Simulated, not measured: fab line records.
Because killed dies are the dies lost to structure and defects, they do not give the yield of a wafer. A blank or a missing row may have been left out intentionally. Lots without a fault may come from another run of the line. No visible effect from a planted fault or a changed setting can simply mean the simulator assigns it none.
Which tool was responsible? -- flow sky130 -- Sampling: 10 lots, 30 wafers, 3 of 708 route steps

WHAT THE GAUGES READ, wafer by wafer
SKY_METAL2_OVL_MEAS_16. Usual: METAL2_OVL gives 0 nm (standard deviation 5.1).
lot,measured,on,METAL2_OVL (nm),flag
L607,day 34 19:12,overlay-02,1 -3 8,
L608,day 35 15:05,overlay-01,-7 -1 -5,
L612,day 37 07:58,overlay-01,-11 -11 -2,
L614,day 37 18:14,overlay-02,-7 -6 -2,
L619,day 39 10:22,overlay-01,6 0 1,
L620,day 39 16:55,overlay-02,6 0 -9,
L621,day 39 18:51,overlay-02,6 -2 3,
L627,day 41 06:19,overlay-02,1 13 -3,
L628,day 41 10:16,overlay-02,6 2 1,
L629,day 41 18:26,overlay-01,-8 -11 -2,

WHAT TOOL EACH LOT RAN ON (gives the tool, then ch and the chambers of the sampled wafers, and finally the start)
lot,SKY_METAL1_ETCH_18,SKY_VIA1_CVD_21
L607,"rie_metal-03 ch 0,1, day 32 12:00","cvd_w-02 ch 0,1, day 33 16:04"
L608,"rie_metal-01 ch 0,1, day 33 08:41","cvd_w-01 ch 0,1, day 34 11:29"
L612,"rie_metal-04 ch 0,1, day 35 00:15","cvd_w-01 ch 0,1, day 36 05:08"
L614,"rie_metal-04 ch 0,1, day 35 11:29","cvd_w-01 ch 0,1, day 36 15:23"
L619,"rie_metal-03 ch 0,1, day 37 05:32","cvd_w-02 ch 0,1, day 38 09:06"
L620,"rie_metal-03 ch 0, day 37 11:55","cvd_w-01 ch 0,1, day 38 16:12"
L621,"rie_metal-03 ch 0,1, day 37 14:25","cvd_w-01 ch 0,1, day 38 18:24"
L627,"rie_metal-04 ch 0,1, day 39 03:08","cvd_w-01 ch 1, day 40 05:20"
L628,"rie_metal-04 ch 0,1, day 39 07:45","cvd_w-02 ch 0,1, day 40 09:56"
L629,"rie_metal-01 ch 0,1, day 39 16:39","cvd_w-02 ch 0,1, day 40 18:53"
- SKY_METAL1_ETCH_18: etches BARC in N2/H2, stops on SiO2, time 45.9 s, target depth 60 nm.
- SKY_VIA1_CVD_21: deposits W, target thk 270 nm, time 80.902 s.

AS READ BY THE TOOLS THEMSELVES (means over the sampled wafers that have a number; for cases with no such wafer, the mark the record gives instead)
SKY_METAL1_ETCH_18. Usual: bias_w 99.99 W, standard deviation 0.3; chamber_pressure_mTorr 30.003 mTorr, standard deviation 0.027; drypump_motor_current_A 5.7 A, standard deviation 0.65; oes_product_au 0.854 a.u., standard deviation 0.0051; throttle_valve_pct 13.226 %, standard deviation 0.0096.
lot,tool,bias_w (W),chamber_pressure_mTorr (mTorr),drypump_motor_current_A (A),oes_product_au (a.u.),throttle_valve_pct (%),flag
L607,rie_metal-03,100.14,30.026,6.2,0.849,13.229,
L608,rie_metal-01,99.84,30.016,5.7,0.853,13.227,
L612,rie_metal-04,99.61,30.005,5.3,0.851,13.227,
L614,rie_metal-04,100.11,30.001,5.3,0.856,13.230,
L619,rie_metal-03,100.43,29.998,6.3,0.854,13.230,
L620,rie_metal-03,99.93,30.011,6.1,0.863,13.232,
L621,rie_metal-03,100.09,29.985,6.2,0.855,13.227,
L627,rie_metal-04,99.87,29.999,5.0,0.853,13.225,
L628,rie_metal-04,100.09,30.024,5.3,0.853,13.220,
L629,rie_metal-01,99.92,29.996,5.3,0.856,13.225,

SKY_VIA1_CVD_21. Usual: chamber_pressure_Torr 40.00 Torr, standard deviation 0.093; heater_power_w 911 W, standard deviation 90.
lot,tool,chamber_pressure_Torr (Torr),heater_power_w (W),flag
L607,cvd_w-02,39.97,1009,
L608,cvd_w-01,39.96,861,
L612,cvd_w-01,39.96,917,
L614,cvd_w-01,39.97,907,
L619,cvd_w-02,40.08,1007,
L620,cvd_w-01,39.97,909,
L621,cvd_w-01,40.04,861,
L627,cvd_w-01,39.96,829,
L628,cvd_w-02,39.99,953,
L629,cvd_w-02,40.06,900,

THE ANSWER, worked out from the rows above alone
Rule: a lot is off if the mean of its wafers that have a number lies more than 3 standard deviations from the usual mean. A lot without any number at a reading at which 4 lots or more have one is off too. Where the step has rows for the other lots, those lots are counted as sound. After the gauges, taken in route order, come the tools' own readings; for these a lot's mean is taken, as printed above. At the first step where some lot is off, the reading lying furthest off is the one used; lots without a number count as furthest.
Across all readings shown, no lot is off: no conclusion can be drawn from this.

WHAT HAD BEEN PUT IN BY THE SIMULATOR
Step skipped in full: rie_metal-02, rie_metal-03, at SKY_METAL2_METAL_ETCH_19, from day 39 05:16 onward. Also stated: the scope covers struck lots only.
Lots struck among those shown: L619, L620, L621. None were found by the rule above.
